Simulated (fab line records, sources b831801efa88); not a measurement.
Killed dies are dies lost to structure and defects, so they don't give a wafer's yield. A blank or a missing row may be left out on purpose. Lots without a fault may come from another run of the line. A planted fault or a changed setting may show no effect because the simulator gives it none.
Which tool did it? | flow gf180mcu | 11 lots, 33 wafers sampled, at 6 steps of a route of 602

WHAT THE GAUGES READ, wafer by wafer
GF_M3_THK_MEAS_06: measures by xrf.
lot  | measured     | on            | M3_ALCU_THK (nm)
L349 | day 21 07:43 | film_metro-01 | 451 459 454
L352 | day 22 02:50 | film_metro-01 | 445 452 456
L353 | day 22 09:50 | film_metro-03 | 464 450 457
L355 | day 23 13:35 | film_metro-01 | 448 456 458
L362 | day 25 10:21 | film_metro-01 | 462 467 464
L365 | day 26 09:41 | film_metro-01 | 456 448 453
L366 | day 26 18:14 | film_metro-02 | 452 438 453
L367 | day 27 01:27 | film_metro-03 | 454 458 451
L369 | day 27 10:46 | film_metro-02 | 453 455 444
L370 | day 27 15:49 | film_metro-02 | 452 460 454
L371 | day 27 21:58 | film_metro-03 | 450 453 453

GF_V3_BOW_MEAS_05.
lot  | measured     | on            | V3_BOW (um)
L349 | day 22 08:46 | film_metro-04 | 99 119 110
L352 | day 23 03:43 | film_metro-04 | 120 127 106
L353 | day 23 10:40 | film_metro-01 | 135 132 130
L355 | day 24 12:56 | film_metro-01 | 127 124 130
L362 | day 26 08:31 | film_metro-04 | 116 122 125
L365 | day 27 07:08 | film_metro-02 | 114 110 107
L366 | day 27 15:47 | film_metro-01 | 130 127 135
L367 | day 27 22:40 | film_metro-01 | 120 113 122
L369 | day 28 07:11 | film_metro-01 | 129 130 119
L370 | day 28 12:35 | film_metro-01 | 111 106 121
L371 | day 28 18:52 | film_metro-02 | 121 115 121

GF_V3_RS_MEAS_24: measures by four-point-probe.
lot  | measured     | on            | V3_W_RS (ohm/sq)
L349 | day 23 08:07 | film_metro-01 | 0.322 0.320 0.320
L352 | day 24 03:28 | film_metro-01 | 0.330 0.338 0.334
L353 | day 24 09:41 | film_metro-01 | 0.583 0.321 0.323
L355 | day 25 12:00 | film_metro-04 | 0.578 0.317 0.322
L362 | day 27 06:29 | film_metro-01 | 0.323 0.335 0.327
L365 | day 28 03:43 | film_metro-01 | 0.338 0.325 0.334
L366 | day 28 13:05 | film_metro-01 | 0.317 0.323 0.319
L367 | day 28 18:43 | film_metro-01 | 0.323 0.324 0.323
L369 | day 29 03:29 | film_metro-01 | 0.326 0.342 0.333
L370 | day 29 08:53 | film_metro-04 | 0.326 0.335 0.327
L371 | day 29 15:17 | film_metro-02 | 0.314 0.322 0.317

GF_V3_THK_MEAS_25: measures by xrf.
lot  | measured     | on            | V3_W_THK (nm)
L349 | day 23 08:13 | film_metro-01 | 357 360 361
L352 | day 24 03:35 | film_metro-01 | 346 338 342
L353 | day 24 09:47 | film_metro-01 | 197 356 356
L355 | day 25 12:07 | film_metro-04 | 200 368 360
L362 | day 27 06:37 | film_metro-01 | 353 338 350
L365 | day 28 03:50 | film_metro-01 | 335 351 341
L366 | day 28 13:12 | film_metro-01 | 356 351 355
L367 | day 28 18:50 | film_metro-01 | 352 350 349
L369 | day 29 03:35 | film_metro-01 | 351 334 346
L370 | day 29 08:59 | film_metro-04 | 355 344 353
L371 | day 29 15:23 | film_metro-02 | 374 364 368

WHICH TOOL RAN EACH LOT (tool, then ch and the chambers of the sampled wafers, then the start)
lot  | GF_M3_SPUTTER_01             | GF_V3_CVD_23
L349 | pvd_sputter-01, day 21 07:28 | cvd_w-01 ch 0,1, day 23 07:59
L352 | pvd_sputter-01, day 22 02:35 | cvd_w-02 ch 0,1, day 24 03:20
L353 | pvd_sputter-01, day 22 09:34 | cvd_w-01 ch 0,1, day 24 09:34
L355 | pvd_sputter-01, day 23 13:20 | cvd_w-01 ch 0,1, day 25 11:53
L362 | pvd_sputter-03, day 25 10:07 | cvd_w-02 ch 0,1, day 27 06:23
L365 | pvd_sputter-01, day 26 09:26 | cvd_w-02 ch 0,1, day 28 03:35
L366 | pvd_sputter-04, day 26 17:59 | cvd_w-01 ch 0, day 28 12:51
L367 | pvd_sputter-01, day 27 01:13 | cvd_w-01 ch 0, day 28 18:29
L369 | pvd_sputter-01, day 27 10:30 | cvd_w-02 ch 0,1, day 29 03:22
L370 | pvd_sputter-01, day 27 15:34 | cvd_w-02 ch 0,1, day 29 08:44
L371 | pvd_sputter-01, day 27 21:42 | cvd_w-01 ch 0,1, day 29 15:10
- GF_M3_SPUTTER_01: material TiN, target thk 30 nm, time 25 s.
- GF_V3_CVD_23: deposits W, target thk 350 nm, time 104.9 s.

WHAT THE TOOLS THEMSELVES READ (means of the sampled wafers that have a number; where no wafer has one, the mark that the record gives instead)
GF_M3_SPUTTER_01.
lot  | tool           | chamber_pressure_pa (Pa) | throttle_valve_pct (%)
L349 | pvd_sputter-01 | 0.3999                   | 29.8
L352 | pvd_sputter-01 | 0.4009                   | 30.2
L353 | pvd_sputter-01 | 0.3994                   | 29.8
L355 | pvd_sputter-01 | 0.4004                   | 29.0
L362 | pvd_sputter-03 | 0.3998                   | 30.2
L365 | pvd_sputter-01 | 0.4011                   | 30.9
L366 | pvd_sputter-04 | 0.4000                   | 30.6
L367 | pvd_sputter-01 | 0.3999                   | 29.9
L369 | pvd_sputter-01 | 0.4001                   | 30.2
L370 | pvd_sputter-01 | 0.4002                   | 30.3
L371 | pvd_sputter-01 | 0.4004                   | 30.0

GF_V3_CVD_23.
lot  | tool     | heater_power_outer_w (W) | heater_power_w (W)
L349 | cvd_w-01 | 513                      | 802
L352 | cvd_w-02 | 547                      | 894
L353 | cvd_w-01 | 537                      | 840
L355 | cvd_w-01 | 544                      | 848
L362 | cvd_w-02 | 545                      | 877
L365 | cvd_w-02 | 558                      | 903
L366 | cvd_w-01 | 567                      | 865
L367 | cvd_w-01 | 578                      | 873
L369 | cvd_w-02 | 554                      | 888
L370 | cvd_w-02 | 542                      | 896
L371 | cvd_w-01 | 543                      | 850

THE ANSWER, worked out from the rows above alone
Rule: what is usual is taken from the lots themselves. Put in order of their means at a reading, lots are off if they are a third of the lots or fewer, leave a main group of 4 or more, and stand apart from it by a gap of 3 or more times the standard deviation of the main group's means; of several such gaps the widest counts. A main group whose means are all the same, to the digits that the tables above print for the reading, isn't used. A lot without any number at a reading at which 4 lots or more have one is off too. The other lots that the step has rows for count as sound. The gauges are gone through in route order, then the tools' own readings, and for those a lot's mean is taken as printed above. The first step at which some lot is off is used, and at that step the reading that is off furthest; a lot without a number counts as furthest.
Off: L353, L355, at GF_V3_RS_MEAS_24 (V3_W_RS). The main group: mean 0.327 ohm/sq, standard deviation 0.006.
A tool fits if, at a process step before that reading, it ran every lot that is off, and no sound lot after the first of them. The gauges at GF_V3_RS_MEAS_24 are tried like those tools. None of those tried fits.

WHAT THE SIMULATOR HAD PUT IN
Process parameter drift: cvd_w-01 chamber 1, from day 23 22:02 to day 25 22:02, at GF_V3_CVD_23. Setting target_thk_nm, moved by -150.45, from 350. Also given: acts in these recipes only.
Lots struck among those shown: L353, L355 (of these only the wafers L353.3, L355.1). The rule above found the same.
